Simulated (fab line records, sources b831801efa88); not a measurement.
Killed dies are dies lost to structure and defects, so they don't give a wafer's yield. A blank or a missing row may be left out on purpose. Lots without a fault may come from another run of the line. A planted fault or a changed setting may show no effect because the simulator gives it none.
fab line records | flow gf180mcu
record lots=13 wafers=38 last_day=34
route steps=602 shown STI@24 HV_LDD@213 SAB@273
lots that met no fault: from a run of the same line without faults
start_h: hours from the record's first day to the start of the lot's first wafer shown | wait_h: hours since the lot's step before | " the same as in the row above | L1.1+2: a row that stands for several wafers | - no value, or no start given | * or withheld: withheld | < > ~ a bound
route shown NAME@n: a module of which the file shows steps, and the number in the route of the first | usual: mean/standard deviation of fault-free wafers | same: alike in all rows | chamber/n: place in a boat | sites: the reading at each site | _std_site: their standard deviation | _edge_site: outer sites' mean less inner sites' | radius_mm: how far each site lies from the wafer's centre | mask NAME#n: copy n | behind: the tool/chamber that last shaped the wafer | hold: why the lot was held/for how many hours/how that ended | device: the transistor (n, p or np) that didn't switch | end of line: the same wafers' tests at the end of the route | a step without rows: its recipe alone | killed: dies lost to structure and defects at the first sort, not the wafer's yield | map: a wafer's dies, x killed, . not, _ none there
set.NAME: the setting as run; set.NAME@STEP: as run at that earlier step | model.NAME: the simulator's own value behind a step, which no gauge read
steps of the route over a sample of lots; a table a step, a row a wafer
services: from which hour (start_h, from the record's first day; less than 0 if before it) a tool's chamber was out of use, for how many hours, and why
## steps
# step GF_STI_CVD_23
# recipe material=SiO2 target_thk_nm=650 sigma_open_frac=0.3 time_s=108.3 temp_c=600 sih4_flow_sccm=60 pressure_mtorr=6
# columns lot.wafer tool chamber start_h wait_h
L973.3+5+6 hdpcvd-02 2,1,2 28.58 0.0
L975.3+4+5 hdpcvd-02 0,1,2 38.76 0.0
L976.2+3+6 hdpcvd-02 2,1,0 43.26 0.0
L979.1+3+4 hdpcvd-02 1,2,0 62.82 0.1
L980.1+3+6 hdpcvd-01 1,2,2 62.82 0.1
L981.3+4+5 hdpcvd-02 1,2,0 69.20 0.0
L984.4+5+6 hdpcvd-02 1,2,0 84.83 0.1
L985.2+4+5 hdpcvd-01 2,2,0 89.14 0.0
L986.1+2+3 hdpcvd-01 2,1,0 95.87 0.1
L987.1+3+5 hdpcvd-01 0,2,2 99.44 0.1
L988.5+6 hdpcvd-01 2,0 105.63 0.0
L989.1+4+6 hdpcvd-02 0,0,1 109.80 0.1
L994.1+2+3 hdpcvd-01 1,0,2 135.78 0.1
# step GF_STI_THK_MEAS_24
# recipe reads=SiO2_of_STI_CVD_23
# usual STI_CVD_23_THK=650/6
# columns lot.wafer tool chamber start_h wait_h STI_CVD_23_THK[nm]
L973.3 film_metro-02 - 28.68 0.1 648
L973.5 " - " " 649
L973.6 " - " " 651
L975.3 film_metro-02 - 38.85 0.1 659
L975.4 " - " " 652
L975.5 " - " " 655
L976.2 film_metro-02 - 43.34 0.0 644
L976.3 " - " " 644
L976.6 " - " " 648
L979.1 film_metro-02 - 62.90 0.0 645
L979.3 " - " " 643
L979.4 " - " " 651
L980.1 film_metro-01 - 62.90 0.0 652
L980.3 " - " " 649
L980.6 " - " " 640
L981.3 film_metro-04 - 69.30 0.1 651
L981.4 " - " " 648
L981.5 " - " " 652
L984.4 film_metro-04 - 84.90 0.0 644
L984.5 " - " " 642
L984.6 " - " " 657
L985.2 film_metro-04 - 89.23 0.0 649
L985.4 " - " " 651
L985.5 " - " " 657
L986.1 film_metro-02 - 95.95 0.0 646
L986.2 " - " " 655
L986.3 " - " " 650
L987.1 film_metro-01 - 99.52 0.0 648
L987.3 " - " " 734
L987.5 " - " " 646
L988.5 film_metro-01 - 105.71 0.0 648
L988.6 " - " " 735
L989.1 film_metro-01 - 109.88 0.0 655
L989.4 " - " " 658
L989.6 " - " " 648
L994.1 film_metro-04 - 135.86 0.0 649
L994.2 " - " " 641
L994.3 " - " " 738
# step GF_STI_CMP_25
# recipe stop_on=Si3N4 t_overpolish_s=33 down_force_psi=4 platen_rpm=60 target_thk_nm=524.6 pad_velocity_m_s=0.94248
# usual motor_current_A=11.7/0.87 time_to_endpoint_s=122/4.5
# columns lot.wafer tool chamber start_h wait_h motor_current_A time_to_endpoint_s
L973.3 cmp-02 1 28.82 0.1 11.6 123
L973.5 " 3 " " 10.8 119
L973.6 " 0 " " 10.8 122
L975.3 cmp-01 3 38.94 0.1 12.3 124
L975.4 " 1 " " 10.9 126
L975.5 " 2 " " 11.7 121
L976.3 cmp-01 2 43.39 0.0 11.7 116
L976.2 " 0 " " 13.0 117
L976.6 " 2 " " 12.1 118
L979.3 cmp-02 2 62.96 0.0 11.6 120
L979.1 " 3 " " 10.6 121
L979.4 " 0 " " 11.8 122
L980.3 cmp-01 0 62.99 0.1 12.9 124
L980.1 " 1 " " 10.8 125
L980.6 " 0 " " 13.2 120
L981.4 cmp-01 3 69.34 0.0 11.9 126
L981.3 " 0 " " 13.0 125
L981.5 " 0 " " 12.5 122
L984.4 cmp-01 3 84.98 0.1 12.0 114
L984.6 " 2 " " 12.3 112
L984.5 " 3 " " 11.5 116
L985.2 cmp-02 0 89.33 0.1 11.6 128
L985.4 " 2 " " 11.4 127
L985.5 " 3 " " 10.8 129
L986.1 cmp-01 3 96.01 0.1 12.0 116
L986.3 " 0 " " 13.0 114
L986.2 " 1 " " 11.4 121
L987.3 cmp-01 3 99.58 0.0 11.5 134
L987.1 " 1 " " 10.6 123
L987.5 " 0 " " 13.7 117
L988.6 cmp-01 1 105.93 0.2 10.6 138
L988.5 " 2 " " 12.3 116
L989.1 cmp-02 1 109.94 0.1 11.4 128
L989.4 " 0 " " 11.6 125
L989.6 " 1 " " 11.2 131
L994.3 cmp-02 2 135.92 0.0 12.1 140
L994.1 " 3 " " 10.2 125
L994.2 " 1 " " 11.4 126
# step GF_STI_THK_MEAS_30
# recipe reads=SiO2_of_STI_OXIDATION_29
# usual STI_OXIDATION_02_THK=9.98/0.18
# columns lot.wafer tool chamber start_h wait_h STI_OXIDATION_02_THK[nm]
L973.3 film_metro-04 - 31.03 0.0 9.73
L973.5 " - " " 9.55
L973.6 " - " " 9.66
L975.3 film_metro-02 - 41.20 0.0 9.66
L975.4 " - " " 9.67
L975.5 " - " " 9.81
L976.2 film_metro-04 - 45.72 0.0 10.01
L976.3 " - " " 9.98
L976.6 " - " " 9.91
L979.1 film_metro-01 - 67.00 0.0 9.88
L979.3 " - " " 9.85
L979.4 " - " " 9.71
L980.1 film_metro-04 - 67.00 0.0 9.87
L980.3 " - " " 9.81
L980.6 " - " " 9.73
L981.3 film_metro-04 - 71.65 0.0 10.02
L981.4 " - " " 10.00
L981.5 " - " " 9.78
L984.4 film_metro-02 - 87.98 0.0 9.94
L984.5 " - " " 9.92
L984.6 " - " " 9.88
L985.2 film_metro-02 - 93.14 0.0 10.15
L985.4 " - " " 9.96
L985.5 " - " " 9.98
L986.1 film_metro-04 - 98.30 0.0 9.95
L986.2 " - " " 10.05
L986.3 " - " " 10.13
L987.1 film_metro-01 - 102.91 0.0 10.15
L987.3 " - " " 10.12
L987.5 " - " " 10.14
L988.5 film_metro-02 - 109.06 0.0 10.06
L988.6 " - " " 10.15
L989.1 film_metro-04 - 112.23 0.0 10.17
L989.4 " - " " 10.16
L989.6 " - " " 10.13
L994.1 film_metro-04 - 138.51 0.0 9.73
L994.2 " - " " 9.83
L994.3 " - " " 9.82
# step GF_HV_LDD_STRIP_37
# recipe chemistry=O2/N2 power_w=1400 pressure_mtorr=1500 platen_temp_c=250 o2_flow_sccm=3000 n2_flow_sccm=300 overash_fraction=0.5
# usual drypump_motor_current_A=5.7/0.37 heater_power_w=348/48 oes_product_au=0.716/0.0048 platen_temp_c=249.99/0.16 strip_time_to_endpoint_s=12.64/0.044
# same overash_fraction=0.5
# columns lot.wafer tool chamber start_h wait_h drypump_motor_current_A heater_power_w oes_product_au platen_temp_c rf_hours_counter_h strip_time_to_endpoint_s
L973.3 plasma_asher-02 0 254.89 0.1 5.0 378 0.720 250.42 - 12.61
L973.5 " 0 " " 5.0 382 0.717 250.11 - 12.63
L973.6 " 1 " " 5.8 422 0.724 249.95 - 12.60
L975.3 plasma_asher-01 0 274.40 0.1 6.2 372 0.708 250.08 - 12.54
L975.4 " 1 " " 5.3 271 0.712 250.17 - 12.52
L975.5 " 0 " " 6.2 383 0.707 249.99 - 12.60
L976.2 plasma_asher-02 0 283.26 0.1 5.0 382 0.719 250.43 68 12.65
L976.3 " 1 " " 5.8 419 0.722 249.81 - 12.66
L976.6 " 0 " " 5.0 395 0.724 250.23 - 12.59
L979.1 plasma_asher-03 0 318.72 0.1 5.8 323 0.714 249.78 21 12.69
L979.3 " 0 " " 5.9 325 0.722 249.92 - 12.67
L979.4 " 1 " " 5.8 369 0.716 249.95 - 12.66
L980.1 plasma_asher-02 1 319.45 0.1 5.8 423 0.715 249.98 72 12.66
L980.3 " 0 " " 5.0 388 0.721 249.99 - 12.67
L980.6 " 1 " " 5.8 421 0.724 250.11 - 12.68
L981.3 plasma_asher-01 0 319.79 0.1 6.2 384 0.719 249.86 - 12.62
L981.4 " 1 " " 5.3 277 0.710 249.93 - 12.68
L981.5 " 0 " " 6.2 378 0.716 250.19 - 12.65
L984.4 plasma_asher-03 1 349.04 0.1 5.8 375 0.721 250.00 - 12.64
L984.5 " 1 " " 5.8 381 0.705 249.97 - 12.63
L984.6 " 0 " " 5.9 318 0.713 249.72 - 12.59
L985.2 plasma_asher-03 1 351.90 0.1 5.8 382 0.714 250.21 25 12.73
L985.4 " 0 " " 5.9 316 0.717 249.76 - 12.74
L985.5 " 0 " " 5.9 315 0.721 249.97 - 12.72
L986.1 plasma_asher-03 1 358.65 0.1 5.8 367 0.717 250.11 25 12.65
L986.2 " 0 " " 5.8 318 0.716 250.00 25 12.65
L986.3 " 0 " " 5.8 321 0.708 249.96 - 12.63
L987.1 plasma_asher-03 0 370.45 0.1 5.9 314 0.713 249.94 26 12.70
L987.3 " 1 " " 5.8 374 0.713 249.88 - 12.70
L987.5 " 1 " " 5.8 384 0.718 250.08 - 12.65
L988.5 plasma_asher-03 1 378.91 0.1 5.8 377 0.721 249.95 - 12.63
L988.6 " 0 " " 5.9 318 0.711 250.02 - 12.63
L989.1 plasma_asher-01 1 385.45 0.1 5.3 276 0.716 249.78 77 12.59
L989.4 " 0 " " 6.2 393 0.719 249.98 - 12.59
L989.6 " 1 " " 5.3 270 0.712 250.31 - 12.57
L994.1 plasma_asher-01 0 424.40 0.1 6.2 377 0.716 249.95 81 12.62
L994.2 " 1 " " 5.3 277 0.718 250.27 81 12.61
L994.3 " 0 " " 6.2 373 0.716 250.15 - 12.61
# step GF_SAB_CD_MEAS_09
# recipe target_cd_nm=420
# usual cd_nm=418.9/2.1
# columns lot.wafer tool chamber start_h wait_h cd_nm
L973.3 cd_sem-01 - 339.63 0.1 420.2
L973.5 " - " " 421.1
L973.6 " - " " 421.9
L975.3 cd_sem-01 - 363.08 0.1 417.3
L975.4 " - " " 417.5
L975.5 " - " " 419.0
L976.2 cd_sem-01 - 371.97 0.1 418.9
L976.3 " - " " 417.8
L976.6 " - " " 417.9
L979.1 cd_sem-02 - 413.38 0.1 417.3
L979.3 " - " " 418.2
L979.4 " - " " 417.7
L980.1 cd_sem-02 - 414.04 0.1 418.6
L980.3 " - " " 419.3
L980.6 " - " " 417.3
L981.3 cd_sem-02 - 415.19 0.1 420.0
L981.4 " - " " 419.9
L981.5 " - " " 420.6
L984.4 cd_sem-02 - 444.65 0.1 421.9
L984.5 " - " " 423.1
L984.6 " - " " 420.4
L985.2 cd_sem-02 - 448.47 0.1 417.9
L985.4 " - " " 420.6
L985.5 " - " " 418.3
L986.1 cd_sem-02 - 457.39 0.1 416.5
L986.2 " - " " 417.6
L986.3 " - " " 418.9
L987.1 cd_sem-02 - 470.08 0.1 421.9
L987.3 " - " " 419.2
L987.5 " - " " 421.7
L988.5 cd_sem-02 - 478.33 0.1 418.1
L988.6 " - " " 418.5
L989.1 cd_sem-01 - 484.58 0.1 414.6
L989.4 " - " " 415.0
L989.6 " - " " 415.0
L994.1 cd_sem-02 - 524.49 0.1 421.0
L994.2 " - " " 420.1
L994.3 " - " " 423.1
## services
# columns tool chamber start_h hours kind
hdpcvd-01 2 26.05 4.6 repair
hdpcvd-02 - 40.30 0.7 repair
cmp-01 - 64.00 4.0 pm
cmp-01 - 79.24 3.9 pm
hdpcvd-02 - 89.36 0.8 repair
hdpcvd-02 - 90.45 0.8 repair
plasma_asher-03 - 108.79 9.0 pm
plasma_asher-03 - 108.84 3.5 repair
cmp-01 - 110.81 1.3 repair
cmp-01 - 171.07 3.8 repair
hdpcvd-02 - 175.69 2.8 pm
cmp-01 - 185.64 1.3 repair
hdpcvd-01 - 187.17 0.5 repair
cmp-01 - 193.98 2.4 repair
hdpcvd-02 2 203.87 18.5 repair
cmp-01 - 285.49 1.5 repair
cmp-01 - 289.43 1.0 repair
plasma_asher-03 - 301.96 2.8 pm
cmp-01 - 333.25 6.0 pm
hdpcvd-01 2 350.19 3.3 repair
hdpcvd-01 0 371.87 8.5 repair
hdpcvd-01 - 376.99 0.9 repair
hdpcvd-01 1 379.95 6.3 repair
cmp-01 - 404.22 4.0 pm
## key
first_sign step=GF_STI_THK_MEAS_24 reading=STI_CVD_23_THK direction=up sigmas=14 usual=650 struck=735
effect step=GF_STI_CMP_25 reading=time_to_endpoint_s direction=up sigmas=3.4 usual=* struck=*
met_at GF_STI_CVD_23
struck_lots L987,L988,L994
struck_wafers L987.3,L988.6,L994.3
tester_left_out L987,L988,L994
not_acting_at GF_STI_THK_MEAS_30,GF_HV_LDD_STRIP_37,GF_SAB_CD_MEAS_09
onset_between 95.87 99.44
fault kind=process_parameter_drift tool=hdpcvd-01 chamber=- onset_h=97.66 steps=GF_STI_CVD_23 channel=target_thk_nm offset=86.423 shape=step end_h=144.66 scope=struck_wafers_only acts_in=these_recipes_only stated=650
# tester_left_out: of these lots the tester's yield and bins aren't shown, on N5 and GAA mostly nor the transistor test; their killed dies are dies lost to structure and defects alone, not to doping, threshold or leakage, so they don't give the yield
